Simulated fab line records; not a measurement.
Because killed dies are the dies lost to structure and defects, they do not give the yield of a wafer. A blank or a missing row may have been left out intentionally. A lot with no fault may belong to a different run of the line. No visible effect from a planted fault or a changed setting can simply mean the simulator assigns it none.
fab line records	flow gf180mcu
record: lots: 11	wafers: 33	last_day: 34
route steps=602 shown STI@30 SAB@274 CONTACT@291 M2@364
lots with no fault: from the same line, run without faults
start_h: start of the lot's first displayed wafer, in hours after the record's first day	wait_h: hours since the lot's step before	" unchanged from the row above	L1.1+2: a row that stands for several wafers	- no value present, or no start provided	* or withheld: withheld	< > ~ a bound
route shown NAME@n: names a module that has steps shown in the file, with the first one's number in the route	usual: average and standard deviation across the fault-free wafers	same: alike in all rows	chamber/n: place in a boat	sites: per-site readings	_std_site: their standard deviation	_edge_site: inner sites' mean taken away from outer sites' mean	radius_mm: how far each site lies from the wafer's centre	mask NAME#n: copy n	behind: the tool/chamber that last shaped the wafer	hold: what put the lot on hold/how long, in hours/how the hold closed	device: whichever transistor did not switch (one of n, p or np)	end of line: at the end of the route, the tests of the same wafers	a step without rows: its recipe alone	killed: count of dies lost to structure and defects at first sort (not the wafer's yield)	map: shows each die of a wafer: x if killed, . if not, _ if none is there
set.NAME: the run value of the setting; set.NAME@STEP: its run value at that earlier step	model.NAME: the simulator's own value behind a step, which no gauge read
the route's steps for a sample of lots (tables are steps, rows are wafers)
services: the hour from which a tool's chamber was out of use, counted from the record's first day as start_h (under 0 if before that day), plus the number of hours and why
== steps ==
step: GF_STI_OXIDATION_29
recipe: temp_c: 900	ambient: O2	stabilise_s: 600	purge_s: 300	target_thk_a: 100	ox_time_s: 1418
usual: spike_tc_centre_C: 899.6/1.1	spike_tc_lower_C: 900.9/1.1	spike_tc_top_C: 909/3.9	spike_tc_upper_C: 899.5/1	zone_power_bottom_pct: 32/3.3	zone_power_top_pct: 38.3/0.4
lot.wafer	tool	chamber	start_h	wait_h	spike_tc_centre_C	spike_tc_lower_C	spike_tc_top_C	spike_tc_upper_C	zone_power_bottom_pct	zone_power_top_pct
L958.2	furnace-01	0	29.56	0.0	898.5	900.2	905	898.2	35	38.4
L958.3	"	0	"	"	900.7	900.4	904	900.2	35	38.0
L958.6	"	0	"	"	900.0	900.4	905	900.0	35	37.9
L959.3	furnace-02	0	35.20	0.6	900.5	900.6	913	899.5	29	38.7
L959.4	"	0	"	"	899.3	900.7	912	898.4	29	37.6
L959.5	"	0	"	"	900.2	900.3	912	897.6	28	37.8
L960.2	furnace-01	0	38.83	0.0	899.1	900.7	905	897.9	34	38.8
L960.3	"	0	"	"	900.4	899.4	904	899.6	35	37.5
L960.6	"	0	"	"	900.5	902.9	906	898.9	36	38.3
L961.1	furnace-02	0	44.29	0.0	899.2	902.6	912	900.9	28	38.9
L961.3	"	0	"	"	899.6	900.9	912	898.4	29	37.6
L961.6	"	0	"	"	902.6	900.7	913	899.2	29	37.7
L962.1	furnace-02	0	49.84	0.0	899.5	899.4	913	900.6	29	38.3
L962.3	"	0	"	"	898.2	900.6	913	897.8	28	38.5
L962.4	"	0	"	"	899.3	900.7	913	897.7	29	37.8
L963.1	furnace-02	0	55.80	0.0	900.8	900.0	913	899.0	29	38.0
L963.3	"	0	"	"	900.0	900.4	914	899.7	29	38.0
L963.6	"	0	"	"	899.3	901.1	912	900.2	29	38.5
L971.1	furnace-01	0	97.47	0.3	919.3	922.9	926	919.8	37	40.0
L971.3	"	0	"	"	922.2	921.9	924	921.1	37	40.3
L971.4	"	0	"	"	923.2	924.1	926	920.4	38	40.0
L972.2	furnace-01	0	104.19	0.4	921.2	922.7	926	921.9	37	40.0
L972.4	"	0	"	"	921.7	923.4	925	921.6	38	40.1
L972.6	"	0	"	"	921.8	921.8	927	921.2	38	40.7
L974.1	furnace-02	0	111.65	0.5	900.9	898.3	912	898.6	29	38.4
L974.5	"	0	"	"	899.0	900.3	912	899.4	29	38.4
L974.6	"	0	"	"	900.0	900.1	914	898.2	29	37.9
L976.1	furnace-02	0	122.67	1.7	900.9	901.6	913	900.1	28	38.0
L976.2	"	0	"	"	898.5	899.5	913	899.2	29	37.7
L976.4	"	0	"	"	899.2	900.3	911	899.5	29	38.7
L978.3	furnace-02	0	133.01	0.3	897.5	901.3	912	899.8	29	38.8
L978.4	"	0	"	"	899.2	901.3	916	899.4	28	38.5
L978.6	"	0	"	"	898.6	901.2	912	900.9	29	37.9
step: GF_STI_THK_MEAS_30
recipe: reads: SiO2_of_STI_OXIDATION_29
usual: STI_OXIDATION_02_THK: 10.06/0.17
lot.wafer	tool	chamber	start_h	wait_h	STI_OXIDATION_02_THK[nm]
L958.2	film_metro-03	-	30.96	0.0	9.79
L958.3	"	-	"	"	10.02
L958.6	"	-	"	"	9.82
L959.3	film_metro-03	-	36.62	0.0	10.28
L959.4	"	-	"	"	10.29
L959.5	"	-	"	"	10.21
L960.2	film_metro-03	-	40.24	0.0	9.82
L960.3	"	-	"	"	9.80
L960.6	"	-	"	"	9.92
L961.1	film_metro-04	-	45.71	0.0	9.99
L961.3	"	-	"	"	9.86
L961.6	"	-	"	"	10.07
L962.1	film_metro-02	-	51.23	0.0	10.19
L962.3	"	-	"	"	9.88
L962.4	"	-	"	"	10.19
L963.1	film_metro-04	-	57.20	0.0	10.31
L963.3	"	-	"	"	10.56
L963.6	"	-	"	"	10.50
L971.1	film_metro-02	-	98.87	0.0	12.51
L971.3	"	-	"	"	12.59
L971.4	"	-	"	"	12.44
L972.2	film_metro-02	-	105.60	0.0	12.60
L972.4	"	-	"	"	12.69
L972.6	"	-	"	"	12.62
L974.1	film_metro-03	-	113.05	0.0	10.09
L974.5	"	-	"	"	10.15
L974.6	"	-	"	"	10.19
L976.1	film_metro-02	-	124.07	0.0	10.01
L976.2	"	-	"	"	9.97
L976.4	"	-	"	"	9.91
L978.3	film_metro-03	-	134.43	0.0	9.91
L978.4	"	-	"	"	9.92
L978.6	"	-	"	"	9.71
step: GF_SAB_OVL_MEAS_10
usual: SAB_OVL: -0.8/1.5
lot.wafer	tool	chamber	start_h	wait_h	SAB_OVL[nm]
L958.2	overlay-01	-	344.41	0.1	-3.7
L958.3	"	-	"	"	-2.4
L958.6	"	-	"	"	-2.6
L959.3	overlay-01	-	349.81	0.1	0.5
L959.4	"	-	"	"	2.2
L959.5	"	-	"	"	1.7
L960.2	overlay-01	-	354.71	0.1	0.4
L960.3	"	-	"	"	1.5
L960.6	"	-	"	"	0.0
L961.1	overlay-02	-	360.73	0.1	-3.6
L961.3	"	-	"	"	-2.9
L961.6	"	-	"	"	-0.9
L962.1	overlay-01	-	372.10	0.1	-1.1
L962.3	"	-	"	"	-3.8
L962.4	"	-	"	"	-0.7
L963.1	overlay-02	-	381.96	0.1	-2.1
L963.3	"	-	"	"	-2.6
L963.6	"	-	"	"	-0.8
L971.1	overlay-01	-	454.91	0.1	0.0
L971.3	"	-	"	"	1.3
L971.4	"	-	"	"	1.3
L972.2	overlay-01	-	464.72	0.1	-2.9
L972.4	"	-	"	"	-1.4
L972.6	"	-	"	"	-3.1
L974.1	overlay-01	-	475.58	0.1	-1.9
L974.5	"	-	"	"	-2.5
L974.6	"	-	"	"	-1.4
L976.1	overlay-01	-	491.95	0.1	-0.5
L976.2	"	-	"	"	-0.5
L976.4	"	-	"	"	-1.1
L978.3	overlay-02	-	512.62	0.1	-1.1
L978.4	"	-	"	"	0.0
L978.6	"	-	"	"	-0.3
step: GF_CONTACT_CMP_04
recipe: material: SiO2	down_force_psi: 4	platen_rpm: 60	pad_velocity_m_s: 0.94248
usual: motor_current_A: 12.4/1.5	time_to_endpoint_s: 111/5.4
lot.wafer	tool	chamber	start_h	wait_h	motor_current_A	time_to_endpoint_s
L958.2	cmp-02	2	345.55	0.0	14.8	106
L958.3	"	1	"	"	11.2	119
L958.6	"	3	"	"	14.8	114
L959.4	cmp-02	0	350.95	0.0	13.1	113
L959.3	"	3	"	"	13.2	120
L959.5	"	0	"	"	12.5	112
L960.2	cmp-01	2	355.89	0.1	12.9	113
L960.3	"	0	"	"	10.5	106
L960.6	"	2	"	"	14.6	115
L961.3	cmp-02	2	361.92	0.0	13.6	112
L961.1	"	3	"	"	13.3	110
L961.6	"	3	"	"	13.6	116
L962.3	cmp-02	2	373.23	0.0	14.1	111
L962.4	"	3	"	"	12.7	118
L962.1	"	0	"	"	12.3	106
L963.1	cmp-02	2	383.20	0.1	14.2	112
L963.3	"	3	"	"	14.0	107
L963.6	"	1	"	"	11.2	114
L971.1	cmp-02	1	456.07	0.1	10.7	119
L971.3	"	2	"	"	14.1	105
L971.4	"	3	"	"	14.2	114
L972.4	cmp-02	0	466.24	0.4	12.9	107
L972.2	"	1	"	"	11.2	107
L972.6	"	2	"	"	14.3	108
L974.1	cmp-02	3	476.81	0.1	14.7	107
L974.6	"	1	"	"	11.5	111
L974.5	"	2	"	"	14.5	111
L976.4	cmp-01	0	493.22	0.0	10.9	113
L976.1	"	2	"	"	13.5	107
L976.2	"	3	"	"	11.8	105
L978.3	cmp-02	2	514.34	0.0	13.4	105
L978.4	"	1	"	"	10.4	115
L978.6	"	3	"	"	12.8	118
step: GF_M2_SPUTTER_02
recipe: material: AlCu	target_thk_nm: 450	power_w: 10600	time_s: 23.9	chamber_pressure_pa: 0.4
usual: cathode_dc_power_W: 10600/1.9	throttle_valve_pct: 30.1/1
same: time_s: 23.9
lot.wafer	tool	chamber	start_h	wait_h	cathode_dc_power_W	throttle_valve_pct
L958.2	pvd_sputter-03	-	417.90	0.0	10601	31.2
L958.3	"	-	"	"	10595	29.0
L958.6	"	-	"	"	10597	28.8
L959.3	pvd_sputter-03	-	425.38	0.0	10597	29.0
L959.4	"	-	"	"	10600	30.5
L959.5	"	-	"	"	10602	30.7
L960.2	pvd_sputter-01	-	430.45	0.0	10602	30.1
L960.3	"	-	"	"	10600	31.7
L960.6	"	-	"	"	10596	31.6
L961.1	pvd_sputter-02	-	438.59	0.0	10601	30.9
L961.3	"	-	"	"	10599	29.4
L961.6	"	-	"	"	10600	28.2
L962.1	pvd_sputter-02	-	450.85	0.0	10599	28.6
L962.3	"	-	"	"	10600	31.3
L962.4	"	-	"	"	10603	30.7
L963.1	pvd_sputter-01	-	460.58	0.0	10603	30.2
L963.3	"	-	"	"	10596	31.4
L963.6	"	-	"	"	10599	30.1
L971.1	pvd_sputter-01	-	532.15	0.0	10601	30.3
L971.3	"	-	"	"	10597	30.1
L971.4	"	-	"	"	10601	31.8
L972.2	pvd_sputter-01	-	541.01	0.0	10599	29.9
L972.4	"	-	"	"	10604	31.9
L972.6	"	-	"	"	10601	30.0
L974.1	pvd_sputter-02	-	550.76	0.0	10600	28.4
L974.5	"	-	"	"	10599	29.3
L974.6	"	-	"	"	10598	28.3
L976.1	pvd_sputter-02	-	567.77	0.0	10601	30.6
L976.2	"	-	"	"	10601	31.3
L976.4	"	-	"	"	10597	29.3
L978.3	pvd_sputter-03	-	598.74	0.0	10601	31.5
L978.4	"	-	"	"	10600	30.9
L978.6	"	-	"	"	10600	31.7
== services ==
tool	chamber	start_h	hours	kind
cmp-02	-	6.96	6.5	pm
furnace-02	-	21.51	3.9	pm
furnace-02	-	29.71	4.0	pm
cmp-02	-	64.00	4.0	pm
cmp-02	-	95.42	0.2	repair
cmp-02	-	97.39	1.8	repair
cmp-02	-	106.40	2.6	repair
cmp-02	-	164.40	5.5	repair
cmp-02	-	187.70	0.5	repair
furnace-02	-	188.43	3.8	pm
cmp-02	-	210.66	4.9	pm
cmp-02	-	227.04	11.9	repair
cmp-02	-	235.11	1.3	repair
cmp-02	-	289.58	0.3	repair
furnace-02	-	336.06	7.2	repair
furnace-02	-	356.51	3.0	pm
cmp-02	-	366.38	0.5	repair
cmp-02	-	395.00	0.5	repair
cmp-02	-	404.00	4.0	pm
cmp-02	-	404.14	0.9	repair
cmp-02	-	406.46	1.4	repair
cmp-02	-	474.53	0.4	repair
cmp-02	-	552.23	2.1	repair
cmp-02	-	579.66	4.1	pm
== key ==
first_sign: step: GF_STI_OXIDATION_29	reading: spike_tc_upper_C	direction: up	sigmas: 21	usual: 899.5	struck: 921.0
effect: step: GF_STI_OXIDATION_29	reading: spike_tc_lower_C	direction: up	sigmas: 20	usual: 900.9	struck: 922.8
effect: step: GF_STI_THK_MEAS_30	reading: STI_OXIDATION_02_THK	direction: up	sigmas: 15	usual: 10.06	struck: 12.58
met_at GF_STI_OXIDATION_29
struck_lots L971,L972
tester_left_out L971,L972
not_acting_at GF_SAB_OVL_MEAS_10,GF_CONTACT_CMP_04,GF_M2_SPUTTER_02
onset_between 38.83 97.47
fault: kind: process_parameter_drift	tool: furnace-01	chamber: -	onset_h: 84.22	steps: GF_STI_OXIDATION_29	channel: temp_c	offset: *	shape: step	end_h: 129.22	acts_in: *	stated: *
tester_left_out: of these lots the tester's yield and bins aren't shown, on N5 and GAA mostly nor the transistor test; their killed dies are dies lost to structure and defects alone, not to doping, threshold or leakage, so they don't give the yield
